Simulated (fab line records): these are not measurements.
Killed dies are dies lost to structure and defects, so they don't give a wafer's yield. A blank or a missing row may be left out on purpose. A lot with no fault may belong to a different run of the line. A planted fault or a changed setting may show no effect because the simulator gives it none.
fab line records | flow gf180mcu
record lots=5 | wafers=23
route steps=602 shown HV_LDD@185 NSD@237 PSD@251 SAB@268
startH: the number of hours between the record's first day and the start of the first shown wafer of the lot | waitH: hours from the lot's prior step to this one | " unchanged from the row above | L1.1+2: one row covering several wafers at once | - value missing, or start not given | * or withheld: withheld | < > ~ a bound
route shown NAME@n: a module of which the file shows steps, and the number in the route of the first | usual: mean and standard deviation over wafers with no fault | same: alike in all rows | chamber/n: place in a boat | sites: the reading at each site | _std_site: the values' standard deviation | _edge_site: mean of outer sites minus mean of inner sites | radiusMm: for every site, how far away it sits from the centre of the wafer | mask NAME#n: copy n | behind: the most recent tool/chamber to have shaped the wafer | hold: the reason the lot was held/the length of the hold in hours/how it ended | device: the transistor (n, p or np) that didn't switch | end of line: tests run on the same wafers once the route is complete | a step given without rows: its recipe and nothing more | killed: at the first sort, the dies lost to defects and structure; wafer yield is something else | map: a wafer's dies, marking killed ones x, the rest . and places with no die _
set.NAME: the setting the step ran with; set.NAME@STEP: the setting that earlier step ran with | model.NAME: the simulator's own value behind a step, which no gauge read
lots whose settings were changed on purpose; a table a step, a row a wafer
## steps
# step GF_HV_LDD_IMPLANT_09
# recipe species=As | energyKev=40 | doseCm2=1e+14 | tiltDeg=7
lot.wafer      | tool         | chamber | startH | waitH | set.doseCm2
L075.1+4+6     | implanter-04 | 0       | 221.52 | 0.0   | 1e+14
L077.1+2+3+5+6 | implanter-02 | 0       | 235.77 | 0.0   | 1e+14
L078.1+2       | implanter-04 | 0       | 243.43 | 0.0   | 1e+14
L078.3+4+6     | "            | 0       | "      | "     | 9.47e+13
L079.1+3       | implanter-01 | 0       | 249.33 | 0.0   | 1e+14
L079.2+4+5     | "            | 0       | "      | "     | 1.11e+14
L083.2+3+4+5+6 | implanter-02 | 0       | 289.40 | 0.0   | 1e+14
# step GF_HV_LDD_STRIP_10
# recipe chemistry=O2/N2 | powerW=1400 | pressureMtorr=1500 | platenTempC=250 | o2FlowSccm=3000 | n2FlowSccm=300 | overashFraction=0.5
# step GF_HV_LDD_TW_MEAS_11
# usual HV_LDD_TW=2410/18
lot.wafer | tool         | chamber | startH | waitH | set.doseCm2@HV_LDD_IMPLANT_09 | HV_LDD_TW
L075.1    | filmMetro-01 | -       | 221.77 | 0.1   | 1e+14                         | 2423
L075.4    | "            | -       | "      | "     | 1e+14                         | 2415
L075.6    | "            | -       | "      | "     | 1e+14                         | 2427
L077.1    | filmMetro-01 | -       | 236.02 | 0.1   | 1e+14                         | 2427
L077.2    | "            | -       | "      | "     | 1e+14                         | 2418
L077.3    | "            | -       | "      | "     | 1e+14                         | 2423
L077.5    | "            | -       | "      | "     | 1e+14                         | 2432
L077.6    | "            | -       | "      | "     | 1e+14                         | 2429
L078.1    | filmMetro-02 | -       | 243.68 | 0.1   | 1e+14                         | 2405
L078.2    | "            | -       | "      | "     | 1e+14                         | 2386
L078.3    | "            | -       | "      | "     | 9.47e+13                      | 2375
L078.4    | "            | -       | "      | "     | 9.47e+13                      | 2368
L078.6    | "            | -       | "      | "     | 9.47e+13                      | 2352
L079.1    | filmMetro-02 | -       | 249.58 | 0.1   | 1e+14                         | 2403
L079.2    | "            | -       | "      | "     | 1.11e+14                      | 2468
L079.3    | "            | -       | "      | "     | 1e+14                         | 2385
L079.4    | "            | -       | "      | "     | 1.11e+14                      | 2462
L079.5    | "            | -       | "      | "     | 1.11e+14                      | 2477
L083.2    | filmMetro-03 | -       | 289.63 | 0.1   | 1e+14                         | 2389
L083.3    | "            | -       | "      | "     | 1e+14                         | 2397
L083.4    | "            | -       | "      | "     | 1e+14                         | 2393
L083.5    | "            | -       | "      | "     | 1e+14                         | 2393
L083.6    | "            | -       | "      | "     | 1e+14                         | 2392
# step GF_HV_LDD_IMPLANT_21
# recipe species=BF2 | energyKev=25 | doseCm2=5e+13 | tiltDeg=7
lot.wafer      | tool         | chamber | startH | waitH | set.energyKev | model.implant.drpNm | model.implant.rpNm
L075.1+4+6     | implanter-01 | 0       | 240.48 | 0.0   | 25            | 11.41               | 20.43
L077.1+2+3     | implanter-01 | 0       | 253.53 | 0.0   | 23.64         | 10.97               | 19.26
L077.5+6       | "            | 0       | "      | "     | 25            | 11.41               | 20.14
L078.1+3       | implanter-04 | 0       | 262.18 | 0.0   | 25            | 11.41               | 21.09
L078.2+4+6     | "            | 0       | "      | "     | 25.75         | 11.65               | 21.59
L079.1+5       | implanter-01 | 0       | 267.88 | 0.0   | 25            | 11.41               | 20.45
L079.2+3+4     | "            | 0       | "      | "     | 25.56         | 11.59               | 20.82
L083.2+3+4+5+6 | implanter-01 | 0       | 309.20 | 0.0   | 25            | 11.41               | 20.47
# step GF_HV_LDD_DEVELOP_45
# recipe developTimeS=60 | devTempC=23
lot.wafer      | tool          | chamber | startH | waitH | set.devTempC
L075.1+4+6     | lithoTrack-03 | 0       | 278.56 | 0.1   | 23
L077.1+2+3+5+6 | lithoTrack-03 | 0       | 292.31 | 0.1   | 23
L078.1+3+6     | lithoTrack-04 | 0       | 301.12 | 0.1   | 23
L078.2+4       | "             | 0       | "      | "     | 25.55
L079.1+2+3+4+5 | lithoTrack-03 | 0       | 306.36 | 0.1   | 23
L083.2+5+6     | lithoTrack-04 | 0       | 349.79 | 0.1   | 20.51
L083.3+4       | "             | 0       | "      | "     | 23
# step GF_HV_LDD_CD_MEAS_46
# recipe targetCdNm=400
# usual cdNm=400.0/2
lot.wafer | tool     | chamber | startH | waitH | set.devTempC@HV_LDD_DEVELOP_45 | cdNm
L075.1    | cdSem-02 | -       | 278.73 | 0.1   | 23                             | 401.4
L075.4    | "        | -       | "      | "     | 23                             | 403.0
L075.6    | "        | -       | "      | "     | 23                             | 401.7
L077.1    | cdSem-02 | -       | 292.46 | 0.1   | 23                             | 399.0
L077.2    | "        | -       | "      | "     | 23                             | 398.6
L077.3    | "        | -       | "      | "     | 23                             | 399.2
L077.5    | "        | -       | "      | "     | 23                             | 398.5
L077.6    | "        | -       | "      | "     | 23                             | 398.5
L078.1    | cdSem-01 | -       | 301.27 | 0.1   | 23                             | 397.2
L078.2    | "        | -       | "      | "     | 25.55                          | 389.7
L078.3    | "        | -       | "      | "     | 23                             | 399.0
L078.4    | "        | -       | "      | "     | 25.55                          | 389.4
L078.6    | "        | -       | "      | "     | 23                             | 397.1
L079.1    | cdSem-01 | -       | 306.51 | 0.1   | 23                             | 401.4
L079.2    | "        | -       | "      | "     | 23                             | 404.7
L079.3    | "        | -       | "      | "     | 23                             | 400.8
L079.4    | "        | -       | "      | "     | 23                             | 400.0
L079.5    | "        | -       | "      | "     | 23                             | 401.7
L083.2    | cdSem-02 | -       | 349.94 | 0.1   | 20.51                          | 408.6
L083.3    | "        | -       | "      | "     | 23                             | 402.7
L083.4    | "        | -       | "      | "     | 23                             | 401.2
L083.5    | "        | -       | "      | "     | 20.51                          | 407.6
L083.6    | "        | -       | "      | "     | 20.51                          | 408.8
# step GF_HV_LDD_IMPLANT_48
# recipe species=B | energyKev=25 | doseCm2=3e+13 | tiltDeg=7
lot.wafer      | tool         | chamber | startH | waitH | set.doseCm2
L075.1+4+6     | implanter-04 | 0       | 278.88 | 0.0   | 3e+13
L077.1+5+6     | implanter-04 | 0       | 292.62 | 0.0   | 3.087e+13
L077.2+3       | "            | 0       | "      | "     | 3e+13
L078.1+2+3+4+6 | implanter-04 | 0       | 301.42 | 0.0   | 3e+13
L079.1+2+5     | implanter-01 | 0       | 306.67 | 0.0   | 3.136e+13
L079.3+4       | "            | 0       | "      | "     | 3e+13
L083.2+3+6     | implanter-04 | 0       | 350.10 | 0.0   | 3.191e+13
L083.4+5       | "            | 0       | "      | "     | 3e+13
# step GF_HV_LDD_STRIP_49
# recipe chemistry=O2/N2 | powerW=1400 | pressureMtorr=1500 | platenTempC=250 | o2FlowSccm=3000 | n2FlowSccm=300 | overashFraction=0.5
# step GF_HV_LDD_TW_MEAS_50
# usual HV_LDD_4_TW=569/4.2
lot.wafer | tool         | chamber | startH | waitH | set.doseCm2@HV_LDD_IMPLANT_48 | HV_LDD_4_TW
L075.1    | filmMetro-03 | -       | 279.13 | 0.1   | 3e+13                         | 565
L075.4    | "            | -       | "      | "     | 3e+13                         | 566
L075.6    | "            | -       | "      | "     | 3e+13                         | 567
L077.1    | filmMetro-03 | -       | 292.87 | 0.1   | 3.087e+13                     | 567
L077.2    | "            | -       | "      | "     | 3e+13                         | 567
L077.3    | "            | -       | "      | "     | 3e+13                         | 567
L077.5    | "            | -       | "      | "     | 3.087e+13                     | 571
L077.6    | "            | -       | "      | "     | 3.087e+13                     | 568
L078.1    | filmMetro-01 | -       | 301.67 | 0.1   | 3e+13                         | 573
L078.2    | "            | -       | "      | "     | 3e+13                         | 575
L078.3    | "            | -       | "      | "     | 3e+13                         | 575
L078.4    | "            | -       | "      | "     | 3e+13                         | 575
L078.6    | "            | -       | "      | "     | 3e+13                         | 576
L079.1    | filmMetro-01 | -       | 306.92 | 0.1   | 3.136e+13                     | 584
L079.2    | "            | -       | "      | "     | 3.136e+13                     | 582
L079.3    | "            | -       | "      | "     | 3e+13                         | 575
L079.4    | "            | -       | "      | "     | 3e+13                         | 577
L079.5    | "            | -       | "      | "     | 3.136e+13                     | 585
L083.2    | filmMetro-01 | -       | 350.33 | 0.1   | 3.191e+13                     | 586
L083.3    | "            | -       | "      | "     | 3.191e+13                     | 581
L083.4    | "            | -       | "      | "     | 3e+13                         | 571
L083.5    | "            | -       | "      | "     | 3e+13                         | 570
L083.6    | "            | -       | "      | "     | 3.191e+13                     | 583
# step GF_HV_LDD_CLEAN_51
# recipe chemistry=SC1/SC2 | mix=1:4:20 | tempC=70 | timeS=150 | dry=n2Spin
# step GF_HV_LDD_RTA_52
# recipe tempC=1000 | timeS=10 | ambient=N2
# step GF_HV_LDD_RS_MEAS_53
# recipe thkMeasGauge=four-point-probe
# usual HV_LDD_RS=418.5/0.9
lot.wafer | tool         | chamber | startH | waitH | set.doseCm2@HV_LDD_IMPLANT_09 | HV_LDD_RS[ohm/sq]
L075.1    | filmMetro-01 | -       | 279.31 | 0.1   | 1e+14                         | 419.4
L075.4    | "            | -       | "      | "     | 1e+14                         | 417.1
L075.6    | "            | -       | "      | "     | 1e+14                         | 419.4
L077.1    | filmMetro-03 | -       | 293.04 | 0.1   | 1e+14                         | 417.3
L077.2    | "            | -       | "      | "     | 1e+14                         | 417.1
L077.3    | "            | -       | "      | "     | 1e+14                         | 417.7
L077.5    | "            | -       | "      | "     | 1e+14                         | 417.4
L077.6    | "            | -       | "      | "     | 1e+14                         | 417.5
L078.1    | filmMetro-02 | -       | 301.85 | 0.1   | 1e+14                         | 419.4
L078.2    | "            | -       | "      | "     | 1e+14                         | 419.5
L078.3    | "            | -       | "      | "     | 9.47e+13                      | 428.8
L078.4    | "            | -       | "      | "     | 9.47e+13                      | 429.6
L078.6    | "            | -       | "      | "     | 9.47e+13                      | 429.9
L079.1    | filmMetro-02 | -       | 307.09 | 0.1   | 1e+14                         | 418.3
L079.2    | "            | -       | "      | "     | 1.11e+14                      | 399.9
L079.3    | "            | -       | "      | "     | 1e+14                         | 418.6
L079.4    | "            | -       | "      | "     | 1.11e+14                      | 399.5
L079.5    | "            | -       | "      | "     | 1.11e+14                      | 398.5
L083.2    | filmMetro-03 | -       | 350.52 | 0.1   | 1e+14                         | 418.1
L083.3    | "            | -       | "      | "     | 1e+14                         | 418.7
L083.4    | "            | -       | "      | "     | 1e+14                         | 418.9
L083.5    | "            | -       | "      | "     | 1e+14                         | 419.8
L083.6    | "            | -       | "      | "     | 1e+14                         | 420.0
# step GF_NSD_COAT_02
# recipe resist=NOVOLAK | spinRpm=3000 | resistThkNm=1000
lot.wafer | tool          | chamber | startH | waitH | set.resistThkNm | model.NOVOLAK_of_NSD_COAT_02.thkNm
L075.1    | lithoTrack-03 | 0       | 291.86 | 0.1   | 1000            | 999.4
L075.4    | "             | 0       | "      | "     | 1000            | 1000
L075.6    | "             | 0       | "      | "     | 1000            | 998.9
L077.1    | lithoTrack-03 | 0       | 304.61 | 0.1   | 950.9           | 949.7
L077.2    | "             | 0       | "      | "     | 1000            | 999.2
L077.3    | "             | 0       | "      | "     | 950.9           | 950
L077.5    | "             | 0       | "      | "     | 1000            | 999
L077.6    | "             | 0       | "      | "     | 1000            | 1001
L078.1    | lithoTrack-02 | 0       | 314.88 | 0.1   | 1000            | 998.3
L078.2    | "             | 0       | "      | "     | 972.1           | 966.1
L078.3    | "             | 0       | "      | "     | 1000            | 991.3
L078.4    | "             | 0       | "      | "     | 1000            | 994.6
L078.6    | "             | 0       | "      | "     | 972.1           | 965.9
L079.1    | lithoTrack-03 | 0       | 319.46 | 0.1   | 1000            | 997.6
L079.2    | "             | 0       | "      | "     | 975             | 972.5
L079.3+5  | "             | 0       | "      | "     | 1000            | 1000
L079.4    | "             | 0       | "      | "     | 975             | 971.4
L083.2    | lithoTrack-03 | 0       | 364.49 | 0.1   | 1030            | 1024
L083.3    | "             | 0       | "      | "     | 1030            | 1032
L083.4    | "             | 0       | "      | "     | 1000            | 997
L083.5    | "             | 0       | "      | "     | 1000            | 996.6
L083.6    | "             | 0       | "      | "     | 1000            | 995.9
# step GF_NSD_IMPLANT_09
# recipe species=As | energyKev=60 | doseCm2=4e+15 | tiltDeg=7
lot.wafer  | tool         | chamber | startH | waitH | set.doseCm2
L075.1+4+6 | implanter-03 | 0       | 301.68 | 0.0   | 4e+15
L077.1+6   | implanter-02 | 0       | 315.63 | 0.0   | 4e+15
L077.2+3+5 | "            | 0       | "      | "     | 4.584e+15
L078.1+2   | implanter-03 | 0       | 325.18 | 0.0   | 3.787e+15
L078.3+4+6 | "            | 0       | "      | "     | 4e+15
L079.1+3   | implanter-02 | 0       | 329.72 | 0.0   | 4.428e+15
L079.2+4+5 | "            | 0       | "      | "     | 4e+15
L083.2+6   | implanter-03 | 0       | 374.76 | 0.0   | 4e+15
L083.3+4+5 | "            | 0       | "      | "     | 3.545e+15
# step GF_NSD_IMPLANT_10
# recipe species=P | energyKev=40 | doseCm2=5e+14 | tiltDeg=7
# step GF_NSD_STRIP_11
# recipe chemistry=O2/N2 | powerW=1400 | pressureMtorr=1500 | platenTempC=250 | o2FlowSccm=3000 | n2FlowSccm=311.5 | overashFraction=0.5
# usual stripTimeToEndpointS=22.95/0.036
lot.wafer | tool           | chamber | startH | waitH | set.resistThkNm@NSD_COAT_02 | set.doseCm2@NSD_IMPLANT_09 | stripTimeToEndpointS
L075.1    | plasmaAsher-02 | 1       | 301.98 | 0.1   | 1000                        | 4e+15                      | 22.91
L075.4    | "              | 0       | "      | "     | 1000                        | 4e+15                      | 22.94
L075.6    | "              | 1       | "      | "     | 1000                        | 4e+15                      | 22.91
L077.1    | plasmaAsher-04 | 0       | 315.93 | 0.1   | 950.9                       | 4e+15                      | 22.41
L077.2    | "              | 1       | "      | "     | 1000                        | 4.584e+15                  | 23.52
L077.3    | "              | 0       | "      | "     | 950.9                       | 4.584e+15                  | 22.96
L077.5    | "              | 1       | "      | "     | 1000                        | 4.584e+15                  | 23.50
L077.6    | "              | 0       | "      | "     | 1000                        | 4e+15                      | 22.97
L078.1    | plasmaAsher-02 | 0       | 325.48 | 0.1   | 1000                        | 3.787e+15                  | 22.74
L078.2    | "              | 1       | "      | "     | 972.1                       | 3.787e+15                  | 22.36
L078.3    | "              | 1       | "      | "     | 1000                        | 4e+15                      | 22.87
L078.4    | "              | 0       | "      | "     | 1000                        | 4e+15                      | 22.90
L078.6    | "              | 1       | "      | "     | 972.1                       | 4e+15                      | 22.57
L079.1    | plasmaAsher-04 | 0       | 330.02 | 0.1   | 1000                        | 4.428e+15                  | 23.34
L079.2    | "              | 1       | "      | "     | 975                         | 4e+15                      | 22.65
L079.3    | "              | 1       | "      | "     | 1000                        | 4.428e+15                  | 23.37
L079.4    | "              | 0       | "      | "     | 975                         | 4e+15                      | 22.61
L079.5    | "              | 0       | "      | "     | 1000                        | 4e+15                      | 22.97
L083.2    | plasmaAsher-02 | 1       | 375.03 | 0.1   | 1030                        | 4e+15                      | 23.25
L083.3    | "              | 1       | "      | "     | 1030                        | 3.545e+15                  | 22.88
L083.4    | "              | 0       | "      | "     | 1000                        | 3.545e+15                  | 22.47
L083.5    | "              | 0       | "      | "     | 1000                        | 3.545e+15                  | 22.47
L083.6    | "              | 1       | "      | "     | 1000                        | 4e+15                      | 22.95
# step GF_PSD_SOFTBAKE_03
# recipe tempC=90 | timeS=60 | resist=NOVOLAK
lot.wafer  | tool          | chamber | startH | waitH | set.tempC
L075.1+4+6 | lithoTrack-04 | 0       | 312.37 | 0.1   | 90
L077.1+2+3 | lithoTrack-04 | 0       | 325.57 | 0.1   | 93.27
L077.5+6   | "             | 0       | "      | "     | 90
L078.1+4+6 | lithoTrack-04 | 0       | 336.17 | 0.1   | 90
L078.2+3   | "             | 0       | "      | "     | 92.75
L079.1+3+4 | lithoTrack-01 | 0       | 340.83 | 0.1   | 91.93
L079.2+5   | "             | 0       | "      | "     | 90
L083.2+3+4 | lithoTrack-01 | 0       | 386.40 | 0.1   | 92.27
L083.5+6   | "             | 0       | "      | "     | 90
# step GF_PSD_IMPLANT_09
# recipe species=BF2 | energyKev=40 | doseCm2=1.5e+15 | tiltDeg=7
lot.wafer      | tool         | chamber | startH | waitH | set.tiltDeg
L075.1+4+6     | implanter-03 | 0       | 322.48 | 0.0   | 7
L077.1+5       | implanter-01 | 0       | 336.73 | 0.0   | 6.469
L077.2+3+6     | "            | 0       | "      | "     | 7
L078.1+2+6     | implanter-01 | 0       | 346.07 | 0.0   | 6.519
L078.3+4       | "            | 0       | "      | "     | 7
L079.1+5       | implanter-04 | 0       | 351.53 | 0.0   | 8.065
L079.2+3+4     | "            | 0       | "      | "     | 7
L083.2+3+4+5+6 | implanter-03 | 0       | 398.15 | 0.0   | 7
# step GF_PSD_STRIP_10
# recipe chemistry=O2/N2 | powerW=1400 | pressureMtorr=1500 | platenTempC=250 | o2FlowSccm=3000 | n2FlowSccm=300 | overashFraction=0.5
# usual stripTimeToEndpointS=16.52/0.034
lot.wafer | tool           | chamber | startH | waitH | set.tempC@PSD_SOFTBAKE_03 | stripTimeToEndpointS
L075.1    | plasmaAsher-01 | 0       | 322.63 | 0.1   | 90                        | 16.51
L075.4    | "              | 0       | "      | "     | 90                        | 16.51
L075.6    | "              | 0       | "      | "     | 90                        | 16.56
L077.1    | plasmaAsher-01 | 0       | 336.88 | 0.1   | 93.27                     | 16.39
L077.2    | "              | 1       | "      | "     | 93.27                     | 16.35
L077.3    | "              | 0       | "      | "     | 93.27                     | 16.40
L077.5    | "              | 1       | "      | "     | 90                        | 16.48
L077.6    | "              | 0       | "      | "     | 90                        | 16.50
L078.1    | plasmaAsher-04 | 1       | 346.22 | 0.1   | 90                        | 16.56
L078.2    | "              | 0       | "      | "     | 92.75                     | 16.44
L078.3    | "              | 0       | "      | "     | 92.75                     | 16.46
L078.4    | "              | 1       | "      | "     | 90                        | 16.55
L078.6    | "              | 1       | "      | "     | 90                        | 16.54
L079.1    | plasmaAsher-02 | 0       | 351.68 | 0.1   | 91.93                     | 16.48
L079.2    | "              | 1       | "      | "     | 90                        | 16.53
L079.3    | "              | 0       | "      | "     | 91.93                     | 16.50
L079.4    | "              | 1       | "      | "     | 91.93                     | 16.46
L079.5    | "              | 1       | "      | "     | 90                        | 16.59
L083.2    | plasmaAsher-04 | 0       | 398.27 | 0.1   | 92.27                     | 16.49
L083.3    | "              | 1       | "      | "     | 92.27                     | 16.48
L083.4    | "              | 0       | "      | "     | 92.27                     | 16.46
L083.5    | "              | 1       | "      | "     | 90                        | 16.55
L083.6    | "              | 0       | "      | "     | 90                        | 16.53
# step GF_PSD_CLEAN_12
# recipe chemistry=SC1/SC2 | mix=1:4:20 | tempC=70 | timeS=150 | dry=n2Spin
# step GF_PSD_RTA_13
# recipe tempC=1025 | timeS=20 | ambient=N2
# step GF_PSD_RS_MEAS_14
# recipe thkMeasGauge=four-point-probe
# usual NSD_RS=46.13/0.096
lot.wafer | tool         | chamber | startH | waitH | set.doseCm2@NSD_IMPLANT_09 | NSD_RS[ohm/sq]
L075.1    | filmMetro-01 | -       | 322.93 | 0.1   | 4e+15                      | 46.19
L075.4    | "            | -       | "      | "     | 4e+15                      | 46.25
L075.6    | "            | -       | "      | "     | 4e+15                      | 46.26
L077.1    | filmMetro-04 | -       | 337.18 | 0.1   | 4e+15                      | 46.18
L077.2    | "            | -       | "      | "     | 4.584e+15                  | 45.31
L077.3    | "            | -       | "      | "     | 4.584e+15                  | 45.37
L077.5    | "            | -       | "      | "     | 4.584e+15                  | 45.36
L077.6    | "            | -       | "      | "     | 4e+15                      | 46.21
L078.1    | filmMetro-03 | -       | 346.52 | 0.1   | 3.787e+15                  | 46.56
L078.2    | "            | -       | "      | "     | 3.787e+15                  | 46.39
L078.3    | "            | -       | "      | "     | 4e+15                      | 46.18
L078.4    | "            | -       | "      | "     | 4e+15                      | 46.28
L078.6    | "            | -       | "      | "     | 4e+15                      | 46.18
L079.1    | filmMetro-04 | -       | 351.98 | 0.1   | 4.428e+15                  | 45.56
L079.2    | "            | -       | "      | "     | 4e+15                      | 46.09
L079.3    | "            | -       | "      | "     | 4.428e+15                  | 45.71
L079.4    | "            | -       | "      | "     | 4e+15                      | 46.16
L079.5    | "            | -       | "      | "     | 4e+15                      | 46.32
L083.2    | filmMetro-03 | -       | 398.59 | 0.1   | 4e+15                      | 46.00
L083.3    | "            | -       | "      | "     | 3.545e+15                  | 46.67
L083.4    | "            | -       | "      | "     | 3.545e+15                  | 46.70
L083.5    | "            | -       | "      | "     | 3.545e+15                  | 46.66
L083.6    | "            | -       | "      | "     | 4e+15                      | 45.88
# step GF_SAB_COAT_04
# recipe resist=NOVOLAK | spinRpm=3000 | resistThkNm=1000
lot.wafer | tool          | chamber | startH | waitH | set.resistThkNm | model.NOVOLAK_of_SAB_COAT_04.thkNm
L075.1    | lithoTrack-04 | 0       | 333.02 | 0.1   | 1000            | 1003
L075.4    | "             | 0       | "      | "     | 1000            | 1001
L075.6    | "             | 0       | "      | "     | 1000            | 1000
L077.1    | lithoTrack-04 | 0       | 346.97 | 0.1   | 1033            | 1031
L077.2    | "             | 0       | "      | "     | 1000            | 996
L077.3    | "             | 0       | "      | "     | 1000            | 999
L077.5    | "             | 0       | "      | "     | 1033            | 1029
L077.6    | "             | 0       | "      | "     | 1033            | 1032
L078.1    | lithoTrack-03 | 0       | 357.76 | 0.1   | 1000            | 997.2
L078.2    | "             | 0       | "      | "     | 976.9           | 977.7
L078.3    | "             | 0       | "      | "     | 976.9           | 972.3
L078.4    | "             | 0       | "      | "     | 976.9           | 975.4
L078.6    | "             | 0       | "      | "     | 1000            | 1000
L079.1    | lithoTrack-02 | 0       | 362.33 | 0.1   | 1033            | 1035
L079.2+3  | "             | 0       | "      | "     | 1033            | 1038
L079.4    | "             | 0       | "      | "     | 1000            | 1005
L079.5    | "             | 0       | "      | "     | 1000            | 1004
L083.2    | lithoTrack-03 | 0       | 409.73 | 0.1   | 1000            | 1006
L083.3    | "             | 0       | "      | "     | 1000            | 1004
L083.4+5  | "             | 0       | "      | "     | 1000            | 1005
L083.6    | "             | 0       | "      | "     | 1000            | 1007
# step GF_SAB_ETCH_11
# recipe chemistry=C4F8/O2/Ar | maskMaterial=NOVOLAK | target=SiO2 | targetDepthNm=55 | sourceW=1500 | biasW=1200 | pressureMtorr=40 | c4f8FlowSccm=withheld | O2_flow_sccm=6 | Ar_flow_sccm=300 | timeS=8.5
lot.wafer      | tool       | chamber   | startH | waitH | set.sourceW
L075.1+4+6     | rieDiel-03 | 2,2,1     | 343.77 | 0.0   | 1500
L077.1+2       | rieDiel-03 | 1,3       | 358.42 | 0.0   | 1500
L077.3+5+6     | "          | 2,3,2     | "      | "     | 1629
L078.1+3+4     | rieDiel-01 | 2,3,0     | 367.78 | 0.0   | 1500
L078.2+6       | "          | 0,3       | "      | "     | 1549
L079.1+2+3+4+5 | rieDiel-03 | 2,0,1,3,3 | 373.02 | 0.0   | 1500
L083.2+4+6     | rieDiel-02 | 1,2,3     | 422.12 | 0.0   | 1554
L083.3+5       | "          | 0,2       | "      | "     | 1500
# step GF_SAB_WET_ETCH_12
# recipe chemistry=dHF | targetDepthNm=22 | dry=n2Spin | target=SiO2 | tempC=25 | dilution=100:1 | timeS=440
# step GF_SAB_STRIP_13
# recipe chemistry=O2/N2 | powerW=1400 | pressureMtorr=1500 | platenTempC=250 | o2FlowSccm=3000 | n2FlowSccm=300 | overashFraction=0.5
# usual stripTimeToEndpointS=12.61/0.046
lot.wafer | tool           | chamber | startH | waitH | set.resistThkNm@SAB_COAT_04 | stripTimeToEndpointS
L075.1    | plasmaAsher-04 | 1       | 343.93 | 0.0   | 1000                        | 12.66
L075.4    | "              | 0       | "      | "     | 1000                        | 12.62
L075.6    | "              | 1       | "      | "     | 1000                        | 12.60
L077.1    | plasmaAsher-03 | 0       | 358.57 | 0.0   | 1033                        | 12.91
L077.2    | "              | 1       | "      | "     | 1000                        | 12.57
L077.3    | "              | 1       | "      | "     | 1000                        | 12.59
L077.5    | "              | 1       | "      | "     | 1033                        | 12.88
L077.6    | "              | 0       | "      | "     | 1033                        | 12.92
L078.1    | plasmaAsher-03 | 0       | 367.93 | 0.0   | 1000                        | 12.58
L078.2    | "              | 1       | "      | "     | 976.9                       | 12.35
L078.3    | "              | 1       | "      | "     | 976.9                       | 12.29
L078.4    | "              | 0       | "      | "     | 976.9                       | 12.32
L078.6    | "              | 1       | "      | "     | 1000                        | 12.61
L079.1    | plasmaAsher-04 | 1       | 373.17 | 0.0   | 1033                        | 12.95
L079.2    | "              | 0       | "      | "     | 1033                        | 12.98
L079.3    | "              | 0       | "      | "     | 1033                        | 12.98
L079.4    | "              | 1       | "      | "     | 1000                        | 12.65
L079.5    | "              | 1       | "      | "     | 1000                        | 12.67
L083.2    | plasmaAsher-01 | 1       | 422.27 | 0.0   | 1000                        | 12.68
L083.3    | "              | 0       | "      | "     | 1000                        | 12.66
L083.4    | "              | 1       | "      | "     | 1000                        | 12.66
L083.5    | "              | 1       | "      | "     | 1000                        | 12.68
L083.6    | "              | 0       | "      | "     | 1000                        | 12.68
## key
split step=GF_HV_LDD_IMPLANT_09 | setting=doseCm2 | stated=1e+14 | by=wafer
response step=GF_HV_LDD_TW_MEAS_11 | reading=HV_LDD_TW | change=+6.6 | per=1% | r=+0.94
response step=GF_HV_LDD_RS_MEAS_53 | reading=HV_LDD_RS | change=-1.77 | per=1% | r=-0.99
split step=GF_HV_LDD_IMPLANT_21 | setting=energyKev | stated=25 | by=wafer
response step=GF_HV_LDD_IMPLANT_21 | reading=model.implant.drpNm | change=+0.0808 | per=1% | r=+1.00
response step=GF_HV_LDD_IMPLANT_21 | reading=model.implant.rpNm | change=+0.164 | per=1% | r=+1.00
split step=GF_HV_LDD_DEVELOP_45 | setting=devTempC | stated=23 | by=wafer
response step=GF_HV_LDD_CD_MEAS_46 | reading=cdNm | change=-0.669 | per=1% | r=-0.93
split step=GF_HV_LDD_IMPLANT_48 | setting=doseCm2 | stated=3e+13 | by=wafer
response step=GF_HV_LDD_TW_MEAS_50 | reading=HV_LDD_4_TW | change=+1.73 | per=1% | r=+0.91
split step=GF_NSD_COAT_02 | setting=resistThkNm | stated=1000 | by=wafer
response step=GF_NSD_COAT_02 | reading=model.NOVOLAK_of_NSD_COAT_02.thkNm | change=+10.3 | per=1% | r=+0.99
response step=GF_NSD_STRIP_11 | reading=stripTimeToEndpointS | slope=* | per=1% | togetherWith=doseCm2@NSD_IMPLANT_09 | explained=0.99
split step=GF_NSD_IMPLANT_09 | setting=doseCm2 | stated=4e+15 | by=wafer
response step=GF_PSD_RS_MEAS_14 | reading=NSD_RS | change=-0.0579 | per=1% | r=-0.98
response step=GF_NSD_STRIP_11 | reading=stripTimeToEndpointS | slope=* | per=1% | togetherWith=resistThkNm@NSD_COAT_02 | explained=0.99
split step=GF_PSD_SOFTBAKE_03 | setting=tempC | stated=90 | by=wafer
response step=GF_PSD_STRIP_10 | reading=stripTimeToEndpointS | change=* | per=1% | r=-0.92
split step=GF_PSD_IMPLANT_09 | setting=tiltDeg | stated=7 | by=wafer
response none clear
split step=GF_SAB_COAT_04 | setting=resistThkNm | stated=1000 | by=wafer
response step=GF_SAB_COAT_04 | reading=model.NOVOLAK_of_SAB_COAT_04.thkNm | change=+10 | per=1% | r=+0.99
response step=GF_SAB_STRIP_13 | reading=stripTimeToEndpointS | change=* | per=1% | r=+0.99
split step=GF_SAB_ETCH_11 | setting=sourceW | stated=1500 | by=wafer
response none clear
